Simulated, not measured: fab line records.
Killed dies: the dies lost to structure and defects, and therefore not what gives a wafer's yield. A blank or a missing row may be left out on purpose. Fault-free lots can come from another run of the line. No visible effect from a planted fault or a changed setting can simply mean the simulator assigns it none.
Which tool was responsible? || flow gf180mcu || 36 wafers from 12 lots sampled at 5 of the route's 602 steps

## WHAT EACH GAUGE READ, for each wafer
GF_V2_BOW_MEAS_05.
{"lot": "L889", "measured": "day 19 12:47", "on": "film metro-04", "V2_BOW (um)": "89 92 101"}
{"lot": "L890", "measured": "day 19 22:41", "on": "film metro-02", "V2_BOW (um)": "82 96 100"}
{"lot": "L892", "measured": "day 20 19:12", "on": "film metro-03", "V2_BOW (um)": "104 101 105"}
{"lot": "L893", "measured": "day 21 00:28", "on": "film metro-03", "V2_BOW (um)": "102 106 107"}
{"lot": "L894", "measured": "day 21 22:07", "on": "film metro-03", "V2_BOW (um)": "108 109 101"}
{"lot": "L896", "measured": "day 22 00:31", "on": "film metro-02", "V2_BOW (um)": "104 100 98"}
{"lot": "L897", "measured": "day 22 15:01", "on": "film metro-04", "V2_BOW (um)": "90 95 96"}
{"lot": "L899", "measured": "day 23 09:24", "on": "film metro-02", "V2_BOW (um)": "101 96 104"}
{"lot": "L900", "measured": "day 23 18:00", "on": "film metro-02", "V2_BOW (um)": "93 83 88"}
{"lot": "L901", "measured": "day 23 21:14", "on": "film metro-03", "V2_BOW (um)": "85 87 81"}
{"lot": "L910", "measured": "day 26 18:00", "on": "film metro-04", "V2_BOW (um)": "111 104 103"}
{"lot": "L911", "measured": "day 27 09:32", "on": "film metro-02", "V2_BOW (um)": "113 106 120"}

GF_V3_THK_MEAS_03.
{"lot": "L889", "measured": "day 21 16:12", "on": "film metro-01", "V3_CVD_02_THK (nm)": "850 847 836"}
{"lot": "L890", "measured": "day 22 00:55", "on": "film metro-02", "V3_CVD_02_THK (nm)": "855 837 849"}
{"lot": "L892", "measured": "day 22 19:38", "on": "film metro-03", "V3_CVD_02_THK (nm)": "861 847 883"}
{"lot": "L893", "measured": "day 23 02:42", "on": "film metro-03", "V3_CVD_02_THK (nm)": "828 851 854"}
{"lot": "L894", "measured": "day 23 22:05", "on": "film metro-01", "V3_CVD_02_THK (nm)": "855 854 846"}
{"lot": "L896", "measured": "day 24 00:36", "on": "film metro-02", "V3_CVD_02_THK (nm)": "840 861 844"}
{"lot": "L897", "measured": "day 24 13:53", "on": "film metro-02", "V3_CVD_02_THK (nm)": "863 850 870"}
{"lot": "L899", "measured": "day 25 07:49", "on": "film metro-01", "V3_CVD_02_THK (nm)": "843 848 865"}
{"lot": "L900", "measured": "day 25 15:04", "on": "film metro-01", "V3_CVD_02_THK (nm)": "331 349 322"}
{"lot": "L901", "measured": "day 25 19:13", "on": "film metro-02", "V3_CVD_02_THK (nm)": "319 320 334"}
{"lot": "L910", "measured": "day 28 13:13", "on": "film metro-03", "V3_CVD_02_THK (nm)": "836 854 865"}
{"lot": "L911", "measured": "day 29 03:42", "on": "film metro-01", "V3_CVD_02_THK (nm)": "840 838 830"}

## WHICH TOOL RAN EACH LOT (tool, then ch and the chambers of the sampled wafers, then the start)
{"lot": "L889", "GF_V2_STRIP_18": "plasma asher-03 ch 0,1, day 20 13:42", "GF_M3_SPUTTER_03": "pvd sputter-04, day 20 15:03", "GF_V3_CVD_02": "pecvd-02 ch 0,1,2, day 21 16:07"}
{"lot": "L890", "GF_V2_STRIP_18": "plasma asher-03 ch 0,1, day 20 22:55", "GF_M3_SPUTTER_03": "pvd sputter-02, day 21 00:17", "GF_V3_CVD_02": "pecvd-03 ch 0,1,2, day 22 00:51"}
{"lot": "L892", "GF_V2_STRIP_18": "plasma asher-03 ch 0,1, day 21 18:37", "GF_M3_SPUTTER_03": "pvd sputter-04, day 21 20:01", "GF_V3_CVD_02": "pecvd-04 ch 1,2, day 22 19:34"}
{"lot": "L893", "GF_V2_STRIP_18": "plasma asher-04 ch 0,1, day 22 00:50", "GF_M3_SPUTTER_03": "pvd sputter-04, day 22 02:15", "GF_V3_CVD_02": "pecvd-03 ch 0,1,2, day 23 02:38"}
{"lot": "L894", "GF_V2_STRIP_18": "plasma asher-01 ch 0,1, day 22 21:20", "GF_M3_SPUTTER_03": "pvd sputter-04, day 22 22:43", "GF_V3_CVD_02": "pecvd-04 ch 0,1,2, day 23 22:02"}
{"lot": "L896", "GF_V2_STRIP_18": "plasma asher-04 ch 0,1, day 22 23:48", "GF_M3_SPUTTER_03": "pvd sputter-02, day 23 01:11", "GF_V3_CVD_02": "pecvd-02 ch 0,1,2, day 24 00:32"}
{"lot": "L897", "GF_V2_STRIP_18": "plasma asher-03 ch 0, day 23 13:42", "GF_M3_SPUTTER_03": "pvd sputter-04, day 23 15:12", "GF_V3_CVD_02": "pecvd-04 ch 0,1, day 24 13:49"}
{"lot": "L899", "GF_V2_STRIP_18": "plasma asher-03 ch 0,1, day 24 07:29", "GF_M3_SPUTTER_03": "pvd sputter-01, day 24 08:50", "GF_V3_CVD_02": "pecvd-04 ch 0,2, day 25 07:44"}
{"lot": "L900", "GF_V2_STRIP_18": "plasma asher-04 ch 0,1, day 24 16:05", "GF_M3_SPUTTER_03": "pvd sputter-01, day 24 17:28", "GF_V3_CVD_02": "pecvd-04 ch 0,2, day 25 14:59"}
{"lot": "L901", "GF_V2_STRIP_18": "plasma asher-01 ch 0,1, day 24 19:30", "GF_M3_SPUTTER_03": "pvd sputter-02, day 24 20:53", "GF_V3_CVD_02": "pecvd-04 ch 0,1, day 25 19:08"}
{"lot": "L910", "GF_V2_STRIP_18": "plasma asher-04 ch 0,1, day 27 14:58", "GF_M3_SPUTTER_03": "pvd sputter-04, day 27 16:21", "GF_V3_CVD_02": "pecvd-03 ch 0,1,2, day 28 13:08"}
{"lot": "L911", "GF_V2_STRIP_18": "plasma asher-04 ch 0,1, day 28 05:30", "GF_M3_SPUTTER_03": "pvd sputter-04, day 28 06:53", "GF_V3_CVD_02": "pecvd-03 ch 0,1,2, day 29 03:38"}
- GF_V2_STRIP_18: strips in O2/N2.
- GF_M3_SPUTTER_03: material Ti, target thk 10 nm, time 6.7 s.
- GF_V3_CVD_02: deposits SiO2 from TEOS, target thk 850 nm, time 94.851 s.

## WHAT THE TOOLS THEMSELVES READ (means of the sampled wafers that have a number; where no wafer has one, the mark that the record gives instead)
GF_V2_STRIP_18.
{"lot": "L889", "tool": "plasma asher-03", "drypump motor current A (A)": 6.1, "heater power w (W)": 321, "oes product au (a.u.)": 0.595}
{"lot": "L890", "tool": "plasma asher-03", "drypump motor current A (A)": 6.2, "heater power w (W)": 321, "oes product au (a.u.)": 0.595}
{"lot": "L892", "tool": "plasma asher-03", "drypump motor current A (A)": 6.1, "heater power w (W)": 293, "oes product au (a.u.)": 0.592}
{"lot": "L893", "tool": "plasma asher-04", "drypump motor current A (A)": 5.7, "heater power w (W)": 294, "oes product au (a.u.)": 0.595}
{"lot": "L894", "tool": "plasma asher-01", "drypump motor current A (A)": 5.6, "heater power w (W)": 345, "oes product au (a.u.)": 0.596}
{"lot": "L896", "tool": "plasma asher-04", "drypump motor current A (A)": 5.6, "heater power w (W)": 299, "oes product au (a.u.)": 0.595}
{"lot": "L897", "tool": "plasma asher-03", "drypump motor current A (A)": 6.0, "heater power w (W)": 263, "oes product au (a.u.)": 0.595}
{"lot": "L899", "tool": "plasma asher-03", "drypump motor current A (A)": 6.1, "heater power w (W)": 325, "oes product au (a.u.)": 0.593}
{"lot": "L900", "tool": "plasma asher-04", "drypump motor current A (A)": 5.7, "heater power w (W)": 303, "oes product au (a.u.)": 0.590}
{"lot": "L901", "tool": "plasma asher-01", "drypump motor current A (A)": 5.6, "heater power w (W)": 341, "oes product au (a.u.)": 0.594}
{"lot": "L910", "tool": "plasma asher-04", "drypump motor current A (A)": 5.7, "heater power w (W)": 300, "oes product au (a.u.)": 0.593}
{"lot": "L911", "tool": "plasma asher-04", "drypump motor current A (A)": 5.2, "heater power w (W)": 300, "oes product au (a.u.)": 0.594}

GF_M3_SPUTTER_03.
{"lot": "L889", "tool": "pvd sputter-04", "throttle valve pct (%)": 30.6}
{"lot": "L890", "tool": "pvd sputter-02", "throttle valve pct (%)": 29.3}
{"lot": "L892", "tool": "pvd sputter-04", "throttle valve pct (%)": 30.0}
{"lot": "L893", "tool": "pvd sputter-04", "throttle valve pct (%)": 30.1}
{"lot": "L894", "tool": "pvd sputter-04", "throttle valve pct (%)": 29.9}
{"lot": "L896", "tool": "pvd sputter-02", "throttle valve pct (%)": 29.6}
{"lot": "L897", "tool": "pvd sputter-04", "throttle valve pct (%)": 30.3}
{"lot": "L899", "tool": "pvd sputter-01", "throttle valve pct (%)": 29.7}
{"lot": "L900", "tool": "pvd sputter-01", "throttle valve pct (%)": 28.0}
{"lot": "L901", "tool": "pvd sputter-02", "throttle valve pct (%)": 29.5}
{"lot": "L910", "tool": "pvd sputter-04", "throttle valve pct (%)": 31.4}
{"lot": "L911", "tool": "pvd sputter-04", "throttle valve pct (%)": 30.5}

GF_V3_CVD_02.
{"lot": "L889", "tool": "pecvd-02", "heater power w (W)": 682, "run length s (s)": 122.7}
{"lot": "L890", "tool": "pecvd-03", "heater power w (W)": 626, "run length s (s)": 122.7}
{"lot": "L892", "tool": "pecvd-04", "heater power w (W)": 788, "run length s (s)": 122.7}
{"lot": "L893", "tool": "pecvd-03", "heater power w (W)": 590, "run length s (s)": 122.8}
{"lot": "L894", "tool": "pecvd-04", "heater power w (W)": 686, "run length s (s)": 122.6}
{"lot": "L896", "tool": "pecvd-02", "heater power w (W)": 615, "run length s (s)": 122.7}
{"lot": "L897", "tool": "pecvd-04", "heater power w (W)": 676, "run length s (s)": 122.4}
{"lot": "L899", "tool": "pecvd-04", "heater power w (W)": 657, "run length s (s)": 122.7}
{"lot": "L900", "tool": "pecvd-04", "heater power w (W)": 629, "run length s (s)": 64.3}
{"lot": "L901", "tool": "pecvd-04", "heater power w (W)": 616, "run length s (s)": 64.0}
{"lot": "L910", "tool": "pecvd-03", "heater power w (W)": 624, "run length s (s)": 123.1}
{"lot": "L911", "tool": "pecvd-03", "heater power w (W)": 621, "run length s (s)": 123.0}

## THE ANSWER, worked out from the rows above alone
Rule: the usual values come from the lots themselves. Put in order of their means at a reading, lots are off if they are a third of the lots or fewer, leave a main group of 4 or more, and stand apart from it by a gap of 3 or more times the standard deviation of the main group's means; of several such gaps the widest counts. The tables above print the reading to a certain number of digits; a main group whose means all agree to those digits is not used. A lot without any number at a reading at which 4 lots or more have one is off too. Where the step has rows for the other lots, those lots are counted as sound. First the gauges in route order, then the tools' own readings, where a lot's mean is used as printed above. The first step at which some lot is off is used, and at that step the reading that is off furthest; a lot without a number counts as furthest.
Off: L900, L901, at GF_V3_THK_MEAS_03 (V3_CVD_02_THK). The main group has a mean of 850 nm with a standard deviation of 7.7.
If a tool, at a process step before that reading, ran all the lots that are off and no sound lot after the first of them, it fits. The gauges at GF_V3_THK_MEAS_03 aren't tried: what is off there is off at GF_V3_CVD_02 too, on other tools, and a gauge's error can't cause that. One candidate fits, namely pecvd-04 at GF_V3_CVD_02. A fault onset in the window from L899 (day 25 07:44, its last sound lot) to L900 (day 25 14:59, its first lot off) fits.
On the lots that are off, the tool's own readings at GF_V3_CVD_02 differ by more than 5 times the standard deviation of the sound lots' means, which bears it out; run length s reads 64.2 s there versus 122.7 s on the sound lots.

## WHAT WAS PUT IN BY THE SIMULATOR
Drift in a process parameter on pecvd-04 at GF_V3_CVD_02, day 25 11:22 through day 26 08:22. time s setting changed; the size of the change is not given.
Struck lots among those shown: L900, L901. The same result came from the rule above.
